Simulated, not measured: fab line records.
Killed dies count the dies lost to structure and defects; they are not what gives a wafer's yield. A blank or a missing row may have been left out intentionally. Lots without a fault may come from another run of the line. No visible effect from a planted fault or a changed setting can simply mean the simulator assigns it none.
fab line records -- flow sky130
record: lots: 6, wafers: 18, last_day: 49
route steps=708 shown METAL5@664 PAD_OPEN@708
lots that met no fault: from a run of the same line without faults
start_h: start of the lot's first displayed wafer, in hours after the record's first day -- wait_h: hours from the lot's prior step to this one -- " the same as in the row above -- L1.1+2: several wafers, shown together as one row -- - no value present, or no start provided -- * or withheld: withheld -- < > ~ a bound
route shown NAME@n: a module of which the file shows steps, and the number in the route of the first -- usual: mean and standard deviation over wafers with no fault -- same: alike in all rows -- chamber/n: place in a boat -- sites: readings site by site -- _std_site: the values' standard deviation -- _edge_site: inner sites' mean taken away from outer sites' mean -- radius_mm: how far each site lies from the wafer's centre -- mask NAME#n: copy n -- behind: the most recent tool/chamber to have shaped the wafer -- hold: reason for holding the lot/hours on hold/outcome of the hold -- device: names the non-switching transistor (n, p or np) -- end of line: the route-end tests of the same wafers -- a step with no rows: only its recipe -- killed: dies that structure and defects cost at the first sort, which is not the same as the wafer's yield -- map: shows each die of a wafer: x if killed, . if not, _ if none is there
set.NAME: setting as actually run; set.NAME@STEP: the setting as run at that earlier step -- model.NAME: the simulator's own value behind a step, which no gauge read
certain route steps with their lots: each step a table, each wafer a row
services: the hour from which a tool's chamber was out of use, counted from the record's first day as start_h (under 0 if before that day), plus the number of hours and why
== steps ==
step: SKY_METAL5_SPUTTER_03
recipe: material: Ti, target_thk_nm: 5, power_w: 3000, time_s: 3.3, chamber_pressure_pa: 0.4
usual: cathode_dc_power_W: 3000.0/0.49, throttle_valve_pct: 29.9/1.1
lot.wafer,tool,chamber,start_h,wait_h,cathode_dc_power_W,throttle_valve_pct
L737.2,pvd_sputter-03,-,1038.54,0.0,3000.8,29.2
L737.4,pvd_sputter-03,-,1038.54,0.0,3000.0,28.9
L737.6,pvd_sputter-03,-,1038.54,0.0,3000.7,31.0
L740.1,pvd_sputter-01,-,1050.86,0.0,3001.1,30.6
L740.3,pvd_sputter-01,-,1050.86,0.0,3000.3,31.8
L740.4,pvd_sputter-01,-,1050.86,0.0,2999.8,31.4
L742.1,pvd_sputter-03,-,1066.02,0.0,2999.5,28.9
L742.3,pvd_sputter-03,-,1066.02,0.0,3000.3,29.3
L742.5,pvd_sputter-03,-,1066.02,0.0,2999.9,29.1
L743.1,pvd_sputter-02,-,1071.74,0.0,2999.6,29.1
L743.4,pvd_sputter-02,-,1071.74,0.0,3000.4,30.5
L743.6,pvd_sputter-02,-,1071.74,0.0,2999.5,30.4
L744.2,pvd_sputter-02,-,1081.12,0.0,3000.1,29.6
L744.3,pvd_sputter-02,-,1081.12,0.0,2999.9,28.9
L744.6,pvd_sputter-02,-,1081.12,0.0,3000.6,28.6
L748.2,pvd_sputter-01,-,1117.49,0.0,2999.5,31.9
L748.4,pvd_sputter-01,-,1117.49,0.0,2999.2,31.1
L748.6,pvd_sputter-01,-,1117.49,0.0,2999.7,31.2
step: SKY_METAL5_SPUTTER_04
recipe: material: TiN, target_thk_nm: 70, power_w: 6500, time_s: 58.3, chamber_pressure_pa: 0.4
usual: cathode_dc_power_W: 6500.0/1.2, throttle_valve_pct: 29.9/1.1
lot.wafer,tool,chamber,start_h,wait_h,cathode_dc_power_W,throttle_valve_pct
L737.2,pvd_sputter-03,-,1038.55,0.0,6502.1,29.1
L737.4,pvd_sputter-03,-,1038.55,0.0,6500.2,29.0
L737.6,pvd_sputter-03,-,1038.55,0.0,6500.9,30.8
L740.1,pvd_sputter-01,-,1050.88,0.0,6499.2,30.6
L740.3,pvd_sputter-01,-,1050.88,0.0,6499.1,31.8
L740.4,pvd_sputter-01,-,1050.88,0.0,6498.8,31.3
L742.1,pvd_sputter-03,-,1066.04,0.0,6499.1,28.8
L742.3,pvd_sputter-03,-,1066.04,0.0,6501.5,29.3
L742.5,pvd_sputter-03,-,1066.04,0.0,6500.4,29.0
L743.1,pvd_sputter-02,-,1071.76,0.0,6500.4,28.8
L743.4,pvd_sputter-02,-,1071.76,0.0,6498.8,30.7
L743.6,pvd_sputter-02,-,1071.76,0.0,6500.9,30.3
L744.2,pvd_sputter-02,-,1081.14,0.0,6500.6,29.3
L744.3,pvd_sputter-02,-,1081.14,0.0,6503.0,29.0
L744.6,pvd_sputter-02,-,1081.14,0.0,6500.3,28.8
L748.2,pvd_sputter-01,-,1117.51,0.0,6502.9,31.8
L748.4,pvd_sputter-01,-,1117.51,0.0,6498.9,31.0
L748.6,pvd_sputter-01,-,1117.51,0.0,6500.1,31.1
step: SKY_METAL5_RS_MEAS_05
recipe: thk_meas_gauge: four-point-probe, reads: TiN_of_METAL5_SPUTTER_04+Ti_of_METAL5_SPUTTER_03+AlCu_of_METAL5_SPUTTER_02+TiN_of_METAL5_SPUTTER_01+Ti_of_METAL5_SPUTTER_00
usual: METAL5_ALCU_RS: 0.0270/0.00033
lot.wafer,tool,chamber,start_h,wait_h,METAL5_ALCU_RS[ohm/sq]
L737.2,film_metro-03,-,1038.62,0.0,0.0263
L737.4,film_metro-03,-,1038.62,0.0,0.0267
L737.6,film_metro-03,-,1038.62,0.0,0.0264
L740.1,film_metro-04,-,1050.93,0.0,0.0277
L740.3,film_metro-04,-,1050.93,0.0,0.0277
L740.4,film_metro-04,-,1050.93,0.0,0.0271
L742.1,film_metro-02,-,1066.09,0.0,0.0271
L742.3,film_metro-02,-,1066.09,0.0,0.0269
L742.5,film_metro-02,-,1066.09,0.0,0.0268
L743.1,film_metro-02,-,1071.81,0.0,0.0267
L743.4,film_metro-02,-,1071.81,0.0,0.0266
L743.6,film_metro-02,-,1071.81,0.0,0.0270
L744.2,film_metro-03,-,1081.21,0.0,0.0267
L744.3,film_metro-03,-,1081.21,0.0,0.0269
L744.6,film_metro-03,-,1081.21,0.0,0.0269
L748.2,film_metro-02,-,1117.57,0.0,0.0270
L748.4,film_metro-02,-,1117.57,0.0,0.0267
L748.6,film_metro-02,-,1117.57,0.0,0.0267
step: SKY_METAL5_THK_MEAS_06
recipe: thk_meas_gauge: xrf, reads: AlCu_of_METAL5_SPUTTER_02
usual: METAL5_ALCU_THK: 1184/15
lot.wafer,tool,chamber,start_h,wait_h,METAL5_ALCU_THK[nm]
L737.2,film_metro-03,-,1038.73,0.1,1198
L737.4,film_metro-03,-,1038.73,0.1,1189
L737.6,film_metro-03,-,1038.73,0.1,1214
L740.1,film_metro-04,-,1051.05,0.1,1151
L740.3,film_metro-04,-,1051.05,0.1,1157
L740.4,film_metro-04,-,1051.05,0.1,1172
L742.1,film_metro-02,-,1066.21,0.1,1175
L742.3,film_metro-02,-,1066.21,0.1,1188
L742.5,film_metro-02,-,1066.21,0.1,1199
L743.1,film_metro-02,-,1071.93,0.1,1198
L743.4,film_metro-02,-,1071.93,0.1,1199
L743.6,film_metro-02,-,1071.93,0.1,1184
L744.2,film_metro-03,-,1081.32,0.1,1200
L744.3,film_metro-03,-,1081.32,0.1,1192
L744.6,film_metro-03,-,1081.32,0.1,1198
L748.2,film_metro-02,-,1117.68,0.1,1170
L748.4,film_metro-02,-,1117.68,0.1,1185
L748.6,film_metro-02,-,1117.68,0.1,1187
step: SKY_METAL5_DEHYDRATE_07
recipe: temp_c: 200, time_s: 60
step: SKY_METAL5_HMDS_08
recipe: prime_time_s: 60, prime_temp_c: 120
step: SKY_METAL5_COAT_09
recipe: resist: NOVOLAK, spin_rpm: 3000, resist_thk_nm: 1800
step: SKY_METAL5_SOFTBAKE_10
recipe: temp_c: 90, time_s: 60, resist: NOVOLAK
step: SKY_METAL5_EXPOSE_11
recipe: mask_id: MM5, na: 0.6, source_shape: conventional, sigma_outer: 0.6, polarization: unpolarized, target_cd_nm: 1600, dose_mj: 190
step: SKY_METAL5_PEB_12
recipe: temp_c: withheld, time_s: *, resist: NOVOLAK
step: SKY_METAL5_DEVELOP_13
recipe: resist: NOVOLAK, developer: TMAH, develop_time_s: 60, dev_temp_c: 23
step: SKY_METAL5_DESCUM_14
recipe: chemistry: O2, source_power_w: 150, bias_power_w: 0, pressure_mtorr: 10, temp_c: 40, time_s: 11
usual: drypump_motor_current_A: 5.5/0.51, he_backside_leak_sccm: 3.36/0.26, oes_product_au: 1.004/0.012, temp_c: 40.00/0.1
lot.wafer,tool,chamber,start_h,wait_h,drypump_motor_current_A,he_backside_leak_sccm,oes_product_au,rf_hours_counter_h,temp_c
L737.2,rie_metal-03,1,1060.04,0.1,5.5,3.27,1.014,9,39.94
L737.4,rie_metal-03,0,1060.04,0.1,5.1,3.07,0.996,-,40.04
L737.6,rie_metal-03,1,1060.04,0.1,5.5,3.16,1.013,-,40.21
L740.1,rie_metal-02,0,1071.47,0.1,6.2,5.09,1.012,9,40.16
L740.3,rie_metal-02,0,1071.47,0.1,6.2,3.21,1.011,-,40.02
L740.4,rie_metal-02,1,1071.47,0.1,4.8,3.61,0.993,-,39.83
L742.1,rie_metal-03,1,1086.67,0.1,5.5,3.23,1.007,10,40.16
L742.3,rie_metal-03,0,1086.67,0.1,5.1,3.26,0.988,-,39.98
L742.5,rie_metal-03,0,1086.67,0.1,5.1,3.09,1.003,-,39.88
L743.1,rie_metal-02,0,1092.42,0.1,6.2,3.22,0.998,11,40.06
L743.4,rie_metal-02,0,1092.42,0.1,6.2,3.24,1.003,-,39.99
L743.6,rie_metal-02,0,1092.42,0.1,6.2,3.37,1.015,-,40.02
L744.2,rie_metal-02,0,1101.49,0.1,6.2,3.21,1.007,12,40.05
L744.3,rie_metal-02,0,1101.49,0.1,6.2,3.27,1.009,-,39.96
L744.6,rie_metal-02,0,1101.49,0.1,6.2,3.25,1.009,-,39.86
L748.2,rie_metal-03,1,1136.04,0.1,5.5,3.09,1.008,14,40.06
L748.4,rie_metal-03,0,1136.04,0.1,5.1,3.19,1.005,-,40.10
L748.6,rie_metal-03,0,1136.04,0.1,5.1,3.26,0.997,-,40.08
step: SKY_METAL5_METAL_ETCH_15
recipe: target_depth_a: 12600, stop_on: SiO2, over_etch_frac: 0.2, time_s: 252, chemistry: Cl2/BCl3, resist_sidewall_deg: 86, pressure_mtorr: 10, icp_w: 900, bias_w: 48.5, Cl2_flow_sccm: 60, bcl3_flow_sccm: 30
usual: bias_w: 48.49/0.16, drypump_motor_current_A: 5.5/0.5, he_backside_leak_sccm: 3.4/0.45, oes_product_au: 0.894/0.0056, throttle_valve_pct: 22.265/0.01
same: over_etch_frac: 0.2
lot.wafer,tool,chamber,start_h,wait_h,bias_w,drypump_motor_current_A,he_backside_leak_sccm,oes_product_au,rf_hours_counter_h,throttle_valve_pct
L737.2,rie_metal-03,1,1060.08,0.0,48.41,5.5,3.3,0.884,9,22.274
L737.4,rie_metal-03,0,1060.08,0.0,48.83,5.1,3.3,0.895,-,22.268
L737.6,rie_metal-03,1,1060.08,0.0,48.36,5.5,3.1,0.901,-,22.258
L740.1,rie_metal-02,0,1071.50,0.0,48.31,6.2,3.3,0.892,9,22.260
L740.3,rie_metal-02,0,1071.50,0.0,48.55,6.2,3.3,0.895,-,22.269
L740.4,rie_metal-02,1,1071.50,0.0,48.11,4.9,3.5,0.900,-,22.250
L742.1,rie_metal-03,1,1086.70,0.0,48.62,5.5,3.3,0.889,10,22.282
L742.3,rie_metal-03,0,1086.70,0.0,48.17,5.1,3.2,0.890,-,22.263
L742.5,rie_metal-03,0,1086.70,0.0,48.33,5.1,3.2,0.893,-,22.259
L743.1,rie_metal-02,0,1092.45,0.0,49.85,6.2,3.2,0.895,11,22.275
L743.4,rie_metal-02,0,1092.45,0.0,49.89,6.2,3.2,0.897,-,22.257
L743.6,rie_metal-02,0,1092.45,0.0,49.74,6.2,3.2,0.893,-,22.263
L744.2,rie_metal-02,0,1101.53,0.0,49.71,6.2,3.4,0.899,12,22.284
L744.3,rie_metal-02,0,1101.53,0.0,49.79,6.2,3.3,0.897,-,22.260
L744.6,rie_metal-02,0,1101.53,0.0,49.68,6.2,3.2,0.900,-,22.269
L748.2,rie_metal-03,1,1136.08,0.0,48.48,5.5,3.1,0.889,14,22.277
L748.4,rie_metal-03,0,1136.08,0.0,48.52,5.1,3.4,0.891,-,22.258
L748.6,rie_metal-03,0,1136.08,0.0,48.48,5.1,3.3,0.891,-,22.254
step: SKY_METAL5_STRIP_16
recipe: chemistry: O2/N2, power_w: 1400, pressure_mtorr: 1500, platen_temp_c: withheld, o2_flow_sccm: 3000, n2_flow_sccm: 300, overash_fraction: 0.5
usual: drypump_motor_current_A: 5.7/0.47, oes_product_au: 0.710/0.0042, strip_time_to_endpoint_s: 13.05/0.15
lot.wafer,tool,chamber,start_h,wait_h,drypump_motor_current_A,oes_product_au,rf_hours_counter_h,strip_time_to_endpoint_s
L737.2,plasma_asher-01,0,1060.31,0.2,6.7,0.714,31,13.05
L737.4,plasma_asher-01,1,1060.31,0.2,5.7,0.715,-,13.20
L737.6,plasma_asher-01,1,1060.31,0.2,5.7,0.709,-,13.16
L740.1,plasma_asher-01,1,1071.74,0.2,5.7,0.715,32,12.84
L740.3,plasma_asher-01,1,1071.74,0.2,5.7,0.704,-,12.98
L740.4,plasma_asher-01,0,1071.74,0.2,6.7,0.714,-,13.12
L742.1,plasma_asher-01,0,1086.94,0.2,6.7,0.711,34,13.10
L742.3,plasma_asher-01,1,1086.94,0.2,5.7,0.716,-,13.14
L742.5,plasma_asher-01,0,1086.94,0.2,6.7,0.711,-,13.19
L743.1,plasma_asher-02,0,1092.69,0.2,5.8,0.710,96,13.03
L743.4,plasma_asher-02,1,1092.69,0.2,5.9,0.711,-,13.00
L743.6,plasma_asher-02,1,1092.69,0.2,5.9,0.709,-,12.99
L744.2,plasma_asher-01,0,1101.76,0.2,6.7,0.707,35,12.92
L744.3,plasma_asher-01,0,1101.76,0.2,6.7,0.710,-,12.86
L744.6,plasma_asher-01,1,1101.76,0.2,5.7,0.708,-,12.83
L748.2,plasma_asher-04,1,1136.31,0.2,5.3,0.704,5,13.07
L748.4,plasma_asher-04,0,1136.31,0.2,5.3,0.709,-,13.12
L748.6,plasma_asher-04,0,1136.31,0.2,5.3,0.714,-,13.11
step: SKY_PAD_OPEN_PROBE_99
usual: defect_limited_yield: 82.3/2.1, killed_at_M0_to_M3: 44/7.2, killed_at_M4_up: 3.1/1.7, killed_at_contacts: 24/5.2, killed_at_front_end: 15/4.1, killed_at_other: 0.3/0.61, killed_dies: 87/10, killed_open: 48/7.5, killed_short: 39/6.6, sort_bin_3_pad_short: 0.8/0.39, sort_bin_5_function: 10.4/1.7, sort_bin_6_memory: 6.5/1.1, sort_n_pass: 405/10, sort_yield_pct: 82.3/2.1
same: gross_dies: 492, killed_at_back_side: 0, sort_bin_4_leakage[%]: 0, sort_bin_8_speed[%]: 0
lot.wafer,tool,chamber,start_h,wait_h,defect_limited_yield[%],killed_at_M0_to_M3,killed_at_M4_up,killed_at_contacts,killed_at_front_end,killed_at_other,killed_dies,killed_open,killed_short,sort_bin_3_pad_short[%],sort_bin_5_function[%],sort_bin_6_memory[%],sort_n_pass,sort_yield_pct[%]
L737.2,prober-02,-,1105.03,0.1,84.1,39,1,21,17,0,78,49,29,0.4,8.5,6.9,414,84.1
L737.4,prober-02,-,1105.13,0.2,86.8,30,2,17,16,0,65,40,25,0.2,7.1,5.9,427,86.8
L737.6,prober-02,-,1105.23,0.2,79.7,42,4,32,22,0,100,49,51,0.4,11.6,8.3,392,79.7
L740.1,prober-01,-,1115.89,0.1,82.5,37,5,24,20,0,86,47,39,1.4,8.5,7.5,406,82.5
L740.3,prober-01,-,1115.99,0.2,85.4,34,2,19,17,0,72,48,24,0.6,7.3,6.7,420,85.4
L740.4,prober-01,-,1116.04,0.2,82.7,49,5,17,14,0,85,52,33,0.4,11.6,5.3,407,82.7
L742.1,prober-01,-,1129.23,0.1,82.7,47,3,21,14,0,85,48,37,0.8,10.2,6.3,407,82.7
L742.3,prober-01,-,1129.33,0.2,86.2,33,1,19,15,0,68,37,31,0.4,7.7,5.7,424,86.2
L742.5,prober-01,-,1129.43,0.2,83.1,40,1,29,13,0,83,56,27,0.2,10.2,6.5,409,83.1
L743.1,prober-02,-,1135.20,0.1,84.6,49,2,15,10,0,76,46,30,1.0,7.9,6.5,416,84.6
L743.4,prober-02,-,1135.35,0.2,79.7,59,3,28,10,0,100,49,50,0.4,13.0,6.9,392,79.7
L743.6,prober-02,-,1135.45,0.2,79.5,58,2,26,15,0,101,57,44,1.4,11.6,7.5,391,79.5
L744.2,prober-01,-,1144.11,0.1,77.0,63,4,29,17,0,113,63,50,1.2,12.6,9.1,379,77.0
L744.3,prober-01,-,1144.16,0.2,85.2,41,0,20,12,0,73,41,32,0.8,7.9,6.1,419,85.2
L744.6,prober-01,-,1144.31,0.2,80.9,46,1,27,20,0,94,48,45,0.6,11.2,7.3,398,80.9
L748.2,prober-01,-,1173.02,0.1,82.5,50,6,14,16,0,86,50,35,0.4,12.6,4.5,406,82.5
L748.4,prober-01,-,1173.12,0.2,82.3,50,4,20,12,1,87,45,40,0.8,10.6,6.3,405,82.3
L748.6,prober-01,-,1173.22,0.2,80.7,55,1,26,13,0,95,57,37,0.8,13.8,4.7,397,80.7
killed by level:class
L737.2 VIA1:geometric_particle:open=9 VIA2:geometric_particle:open=8 CONTACT:geometric_particle:open=7 VIA3:geometric_particle:open=7 FIELD_ISO:geometric_particle:open=6 LI_CONTACT:geometric_particle:open=6 FIELD_ISO:geometric_particle:short=4 CONTACT:geometric_particle:short=4
L737.4 VIA1:geometric_particle:open=10 CONTACT:geometric_particle:open=6 FIELD_ISO:geometric_particle:short=5 VIA2:geometric_particle:open=5 FIELD_ISO:geometric_particle:open=4 LI_CONTACT:geometric_particle:open=4 CONTACT:geometric_particle:short=4 POLY_CUT:geometric_particle:open=3
L737.6 CONTACT:geometric_particle:short=9 VIA1:geometric_particle:open=8 VIA2:geometric_particle:open=8 CONTACT:geometric_particle:open=8 METAL2:geometric_particle:short=7 FIELD_ISO:geometric_particle:open=5 POLY_GATE:geometric_particle:open=5 VIA3:geometric_particle:open=5
L740.1 CONTACT:geometric_particle:open=9 LI_CONTACT:geometric_particle:open=8 VIA1:geometric_particle:short=7 VIA1:geometric_particle:open=7 VIA2:geometric_particle:open=6 FIELD_ISO:geometric_particle:open=5 FIELD_ISO:geometric_particle:short=5 METAL2:geometric_particle:short=4
L740.3 VIA1:geometric_particle:open=12 LI_CONTACT:geometric_particle:open=7 FIELD_ISO:geometric_particle:short=6 CONTACT:geometric_particle:open=6 VIA3:geometric_particle:open=6 VIA2:geometric_particle:open=5 FIELD_ISO:geometric_particle:open=4 METAL2:geometric_particle:short=4
L740.4 VIA1:geometric_particle:open=11 CONTACT:geometric_particle:open=10 VIA3:geometric_particle:open=8 VIA2:geometric_particle:open=6 METAL1:geometric_particle:short=5 FIELD_ISO:geometric_particle:open=4 VIA1:geometric_particle:short=4 METAL2:geometric_particle:short=4
L742.1 VIA1:geometric_particle:open=10 VIA2:geometric_particle:open=7 CONTACT:geometric_particle:open=7 METAL2:geometric_particle:short=7 LI_CONTACT:geometric_particle:open=6 VIA1:geometric_particle:short=6 POLY_GATE:geometric_particle:open=5 METAL1:geometric_particle:short=5
L742.3 VIA1:geometric_particle:open=8 METAL1:geometric_particle:short=8 LI_CONTACT:geometric_particle:open=7 FIELD_ISO:geometric_particle:short=4 VIA3:geometric_particle:open=4 FIELD_ISO:geometric_particle:open=3 LOCAL_INTERCONNECT:geometric_particle:short=3 LI_CONTACT:geometric_particle:short=3
L742.5 LI_CONTACT:geometric_particle:open=10 CONTACT:geometric_particle:open=10 VIA3:geometric_particle:open=9 VIA1:geometric_particle:open=8 LI_CONTACT:geometric_particle:short=6 METAL1:geometric_particle:short=6 POLY_GATE:geometric_particle:open=5 FIELD_ISO:geometric_particle:open=4
L743.1 VIA1:geometric_particle:open=10 VIA2:geometric_particle:open=10 VIA3:geometric_particle:open=7 CONTACT:geometric_particle:open=6 METAL3:geometric_particle:short=6 VIA3:geometric_particle:short=4 VIA2:geometric_particle:short=3 POLY_GATE:geometric_particle:open=3
L743.4 VIA1:geometric_particle:open=15 VIA3:geometric_particle:short=10 METAL1:geometric_particle:short=9 VIA3:geometric_particle:open=9 LI_CONTACT:geometric_particle:open=8 CONTACT:geometric_particle:open=8 LOCAL_INTERCONNECT:geometric_particle:short=6 VIA2:geometric_particle:open=5
L743.6 VIA1:geometric_particle:open=12 VIA2:geometric_particle:open=10 CONTACT:geometric_particle:open=10 METAL1:geometric_particle:short=9 LI_CONTACT:geometric_particle:open=7 VIA3:geometric_particle:open=6 VIA1:geometric_particle:short=5 POLY_GATE:geometric_particle:open=4
L744.2 VIA1:geometric_particle:open=17 LI_CONTACT:geometric_particle:open=11 CONTACT:geometric_particle:open=9 METAL2:geometric_particle:short=9 METAL1:geometric_particle:short=8 VIA3:geometric_particle:open=7 VIA2:geometric_particle:open=6 VIA3:geometric_particle:short=4
L744.3 CONTACT:geometric_particle:open=9 METAL1:geometric_particle:short=9 VIA1:geometric_particle:open=8 VIA2:geometric_particle:open=7 CONTACT:geometric_particle:short=5 VIA1:geometric_particle:short=5 METAL2:geometric_particle:short=5 LI_CONTACT:geometric_particle:open=4
L744.6 VIA1:geometric_particle:open=15 CONTACT:geometric_particle:open=7 METAL1:geometric_particle:short=7 LI_CONTACT:geometric_particle:short=6 LI_CONTACT:geometric_particle:open=6 POLY_GATE:geometric_particle:short=5 METAL3:geometric_particle:short=5 VIA3:geometric_particle:open=5
L748.2 VIA1:geometric_particle:open=10 VIA2:geometric_particle:open=7 VIA3:geometric_particle:open=7 CONTACT:geometric_particle:open=7 METAL2:geometric_particle:short=7 VIA1:geometric_particle:short=6 METAL4:geometric_particle:short=5 METAL1:geometric_particle:open=4
L748.4 VIA1:geometric_particle:open=12 METAL1:geometric_particle:short=9 VIA1:geometric_particle:short=7 LI_CONTACT:geometric_particle:open=6 CONTACT:geometric_particle:open=6 VIA3:geometric_particle:open=6 VIA2:geometric_particle:short=5 LOCAL_INTERCONNECT:geometric_particle:short=4
L748.6 VIA1:geometric_particle:open=17 CONTACT:geometric_particle:open=10 METAL2:geometric_particle:short=9 VIA2:geometric_particle:open=9 LI_CONTACT:geometric_particle:open=7 POLY_GATE:geometric_particle:open=4 POLY_GATE:geometric_particle:short=4 LOCAL_INTERCONNECT:geometric_particle:short=4
== services ==
tool,chamber,start_h,hours,kind
plasma_asher-01,-,1017.30,14.6,pm
plasma_asher-04,-,1055.25,9.0,pm
plasma_asher-04,0,1055.25,9.0,vent_cycle
plasma_asher-04,1,1055.25,9.0,vent_cycle
plasma_asher-04,0,1064.25,-,clean
plasma_asher-04,1,1064.25,-,clean
plasma_asher-01,-,1071.21,0.3,repair
pvd_sputter-03,-,1071.31,1.5,repair
plasma_asher-04,-,1079.59,3.3,repair
pvd_sputter-01,-,1088.18,4.3,repair
plasma_asher-04,-,1113.19,10.6,repair
pvd_sputter-01,-,1119.64,1.0,repair
pvd_sputter-02,-,1133.81,5.9,repair
== key ==
first_sign: step: SKY_METAL5_METAL_ETCH_15, reading: bias_w, direction: up, sigmas: 8.1, usual: 48.49, struck: 49.78
effect none on later readings
met_at SKY_METAL5_METAL_ETCH_15
struck_wafers L743.1,L743.4,L743.6,L744.2,L744.3,L744.6
onset_between 1071.50 1092.45
fault: kind: process_parameter_drift, tool: rie_metal-02, chamber: 0, onset_h: 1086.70, steps: SKY_METAL5_METAL_ETCH_15, channel: bias_w, offset: 1.3022, shape: step, end_h: 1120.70, acts_in: these_recipes_only, stated: 48.5
